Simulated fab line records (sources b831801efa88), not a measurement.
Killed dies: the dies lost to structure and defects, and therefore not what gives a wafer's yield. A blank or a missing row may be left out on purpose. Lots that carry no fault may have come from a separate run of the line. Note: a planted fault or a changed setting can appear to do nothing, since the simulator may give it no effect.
A lot that was struck, set against a sound lot	flow sfqLine	37 steps out of a route of 325
Sound: the wafers L839.2, L839.4, L839.6. Struck: wafers L852.2, L852.5, L852.6. At the end, the cause is stated.
Order at every step that has rows: each side's tool, ch and its chambers, its first start. Under that, the readings that differ: sound wafers	struck wafers	difference of the means	sigmas: that difference in standard deviations of wafers without a fault.
alike: readings with means less than 2 such deviations apart, plus words and numbers identical on both sides. not compared: withheld readings, readings lacking a value on some wafer, bounds such as >300 that could conceal the same value, and numbers that have no deviation in the record and whose values overlap.
The two part at a step that has a row with sigmas, a row that says differs or no value, or rows on one side only. Numbers that have no deviation but don't overlap get no sigmas and don't part them. Lack of a reading on every wafer of one side parts them only where that side has two or more wafers.

first, 6 steps without rows for these wafers: SFQ_TRILAYER_M4_LITHO_COAT_098 (resist thk 62 nm); SFQ_TRILAYER_M4_LITHO_COAT_093 (resist thk 600 nm); SFQ_TRILAYER_M4_LITHO_SOFTBAKE_097; SFQ_TRILAYER_M4_LITHO_EXPOSE_094 (exposes mask M4, target cd 500 nm); SFQ_TRILAYER_M4_LITHO_PEB_096 (peb time 60 s); SFQ_TRILAYER_M4_LITHO_DEVELOP_095 (time 60 s).
SFQ_M4_OVL_MEAS_926:
  sound on overlay-02 at day 57 07:06; struck on overlay-02 at day 61 17:49
  alike: M4_OVL
SFQ_TRILAYER_M4_BARC_OPEN_METAL_ETCH_123: etches BARC in O2, target depth 125 nm, time 41.7 s.
  sound on rieMetal-04 ch 0,1, day 57 07:08; struck on rieMetal-02 ch 0,1, day 61 17:51
reading	sound	struck	difference	sigmas
drypumpMotorCurrentA (A)	5.2 5.2 5.2	6.4 5.3 6.4	+0.8	+2
  alike: oesProductAu
  not compared: rfHoursCounterH
then, 3 steps without rows for these wafers: SFQ_TRILAYER_M4_ETCH_METAL_ETCH_096 (etches Nb in Cl2/Ar, stops on SiO2, target depth 240 nm, time 120 s); SFQ_TRILAYER_M4_STRIP_STRIP_097 (strips in O2); SFQ_TRILAYER_M4_STRIP_SOLV_CLEAN_098 (cleans in NMP, time 600 s).
SFQ_TRILAYER_I4_DEP_PECVD_099: deposits SiO2 from SiH4/N2O, time 111.11 s, target thk 500 nm.
  sound on pecvd-04 ch 0,1,2, day 57 08:05; struck on pecvd-01 ch 0,2, day 61 18:50
  no value came back on the struck wafers for chamberPressureTorr (Torr), heaterPowerOuterW (W), heaterPowerW (W), throttleValvePct (%); on the sound wafers chamberPressureTorr (Torr) reads 2.392 2.395 2.401
SFQ_TRILAYER_I4_CMP_CMP_100: polishes SiO2.
  sound on cmp-02 ch 1,2, day 57 08:10; struck on cmp-01 ch 1,2, day 62 11:15
reading	sound	struck	difference	sigmas
timeToEndpointS (s)	230 214 213	- - -	no value on the struck wafers	
  alike: motorCurrentA, retainingRingPressureFrac
SFQ_I4_BOW_MEAS_927:
  sound on filmMetro-01 at day 57 11:11; struck on filmMetro-02 at day 62 14:16
  alike: I4_BOW
SFQ_TRILAYER_I4_METRO_MEASURE_101:
  sound on filmMetro-01 at day 57 11:29; struck on filmMetro-02 at day 62 14:34
then, 6 steps without rows for these wafers: SFQ_TRILAYER_I4_VIA_LITHO_COAT_108 (resist thk 62 nm); SFQ_TRILAYER_I4_VIA_LITHO_COAT_103 (resist thk 650 nm); SFQ_TRILAYER_I4_VIA_LITHO_SOFTBAKE_107; SFQ_TRILAYER_I4_VIA_LITHO_EXPOSE_104 (exposes mask I4, target cd 700 nm); SFQ_TRILAYER_I4_VIA_LITHO_PEB_106 (peb time 60 s); SFQ_TRILAYER_I4_VIA_LITHO_DEVELOP_105 (time 60 s).
-- the record jumps here: 4 days lie between the struck wafers' starts before and after --
SFQ_I4_OVL_MEAS_928:
  sound on overlay-01 at day 62 08:13; struck on overlay-01 at day 66 15:55
  alike: I4_OVL
then, 1 step without rows for these wafers: SFQ_TRILAYER_I4_VIA_BARC_OPEN_VIA_ETCH_146 (etches BARC in O2, target depth 125 nm, time 41.7 s).
SFQ_TRILAYER_I4_VIA_ETCH_VIA_ETCH_106: etches SiO2 in CHF3, stops on Nb, target depth 260 nm.
  sound on rieDiel-01 ch 0,2,3, day 62 08:17; struck on rieDiel-03 ch 1,2,3, day 66 15:59
reading	sound	struck	difference	sigmas
oesProductAu (a.u.)	0.855 0.852 0.846	0.379 0.376 0.377	-0.474	-93
model.etch.depthNm (nm)	200.1 197.1 197.5	0 0 0	-198	
  alike: drypumpMotorCurrentA
SFQ_TRILAYER_I4_VIA_STRIP_STRIP_107: strips in O2.
  sound on rieMetal-01 ch 0, day 62 08:25; struck on rieMetal-04 ch 0,1, day 66 16:07
  alike: drypumpMotorCurrentA, oesProductAu
  not compared: rfHoursCounterH
then, 2 steps without rows for these wafers: SFQ_TRILAYER_I4_VIA_STRIP_SOLV_CLEAN_108 (cleans in NMP, time 600 s); SFQ_TRILAYER_JJ_TRILAYER_DEP_PRE_CLEAN_113 (time 22.5 s).
SFQ_TRILAYER_JJ_TRILAYER_DEP_SPUTTER_109: material Nb, target thk 150 nm, time 100 s.
  sound on pvdSputter-03 at day 62 09:13; struck on pvdSputter-03 at day 66 16:55
  alike: throttleValvePct
SFQ_TRILAYER_JJ_TRILAYER_DEP_SPUTTER_110: material Al, target thk 8 nm, time 10 s.
  sound on pvdSputter-03 at day 62 09:17; struck on pvdSputter-03 at day 66 16:59
  alike: throttleValvePct
then, 2 steps without rows for these wafers: SFQ_TRILAYER_JJ_TRILAYER_DEP_AL_OXIDATION_111 (oxidation time 600 s); SFQ_TRILAYER_JJ_TRILAYER_DEP_SPUTTER_112 (material Nb, target thk 170 nm, time 113.3 s).
SFQ_JJ_RS_MEAS_929: uses a four-point probe to measure.
  sound on filmMetro-04 at day 62 10:24; struck on filmMetro-02 at day 66 18:06
  alike: JJ_NB_RS
then, 3 steps without rows for these wafers: SFQ_TRILAYER_JJ_CE_LITHO_COAT_119 (resist thk 62 nm); SFQ_TRILAYER_JJ_CE_LITHO_COAT_114 (resist thk 600 nm); SFQ_TRILAYER_JJ_CE_LITHO_SOFTBAKE_118.
-- the record jumps here: 5 days lie between the struck wafers' starts before and after --
SFQ_TRILAYER_JJ_CE_LITHO_EXPOSE_115: exposes mask J5, target cd 700 nm.
  struck on krfScanner-01, day 71 08:14; sound on krfScanner-02 ch 0, day 66 08:37
  no value came back on the struck wafers for exposureDoseMJCm2, focusOffsetNm (nm); on the sound wafers exposureDoseMJCm2 reads 14.410 14.390 14.420
  alike: mask
then, 1 step without rows for these wafers: SFQ_TRILAYER_JJ_CE_LITHO_PEB_117 (peb time 60 s).

## WHERE THEY PART
Last at SFQ_TRILAYER_JJ_CE_LITHO_EXPOSE_115 as far as this record goes, first at SFQ_TRILAYER_M4_BARC_OPEN_METAL_ETCH_123.

WHY: what the simulator had put in
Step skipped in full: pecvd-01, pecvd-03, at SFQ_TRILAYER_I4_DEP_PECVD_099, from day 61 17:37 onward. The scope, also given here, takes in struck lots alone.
